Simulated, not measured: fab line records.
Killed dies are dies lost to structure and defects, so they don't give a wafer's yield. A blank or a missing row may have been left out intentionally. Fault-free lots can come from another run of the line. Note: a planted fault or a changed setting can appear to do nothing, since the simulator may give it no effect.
8D (eight disciplines) problem report, filled in by code    flow sky130    the parts of the form that need people (team, actions taken, sign-off) are left out

## 1. WHAT WENT WRONG
Mean of killed-at-front-end at SKY_PAD_OPEN_PROBE_99: 218 across 5 wafers in 2 lots; on wafers with no fault it is 15 (standard deviation 3.9). Measured from the usual mean, that is +52 standard deviations.
First observed at day 48 14:31: wafer L215.1, on prober-02. The record has a number at this step for 11 wafers belonging to 4 lots. Rule for "out" (also "out of limits"): further than 4 standard deviations from the usual mean. Any other wafer with a number is counted as sound.

## 2. WHAT IT IS; WHAT IT IS NOT
question                     is                                               is not
which readings at this step  killed-at-front-end, killed-dies, killed-on-rim  killed_at_M0_to_M3, killed_at_M4_up, killed-at-contacts, killed-at-other
which lots                   L215, L216                                       L208, L224
which wafers of those lots   all that have a number                           -
read on which tools          prober-01, prober-02                             -
when                         from day 48 14:31                                up to then (3 sound wafers); but 3 sound wafers of L224 came after

## 3. WHAT RULES OUT EACH SUSPECT
Counting: a tool stays on the suspect list if, at a process step up to the reading, it processed all lots that are out and no sound lot following the first of them.
- cmp-02 at SKY_FIELD_ISO_CMP_27 (polishes, stops on Si3N4, t overpolish 16 s, target thk 457.8 nm): kept. All lots that are out passed through it, beginning with L215 at day 4 19:29, and no sound lot followed; its final sound lot before that point was L208 at day 3 04:53.
Remaining after the count: cmp-02 at SKY_FIELD_ISO_CMP_27.

## 4. THE CAUSE (what the simulator had put in)
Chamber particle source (cmp-02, SKY_FIELD_ISO_CMP_27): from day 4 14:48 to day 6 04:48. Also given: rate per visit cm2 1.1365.
This tool alone remained once counting was done.

## 5. SEQUENCE OF EFFECTS, ordered by route
Each row: a reading whose mean over the struck wafers that have a number lies more than 3 standard deviations from the usual. Scope: only readings with a usual standard deviation given in the record; hours: median across lots of the time from each lot's start at the first step in this table that gives one to its start at this step; sigmas: change in usual standard deviations.
hours  step                   reading              usual  on struck wafers  change  sigmas
0      SKY_PAD_OPEN_PROBE_99  killed-at-front-end  15     218               +203    +52
0      SKY_PAD_OPEN_PROBE_99  killed-dies          86     274               +188    +20
0      SKY_PAD_OPEN_PROBE_99  killed-on-rim        17     56                +39     +11
Its process steps:
- SKY_PAD_OPEN_PROBE_99

## 6. HOW IT WOULD HAVE BEEN CAUGHT EARLIER
1056 hours passed between the start of the fault at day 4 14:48 and the first reading out of limits in this record, taken at day 48 14:31.
Tool readings at SKY_FIELD_ISO_CMP_27 with a usual standard deviation given in the record: none out on any struck wafer, hence no alarm at a limit of 4 standard deviations on them.
By day 48 14:31, every lot that is out (2) had started SKY_FIELD_ISO_CMP_27 on cmp-02. Had the tool been put on hold then, not one of them would have been saved.
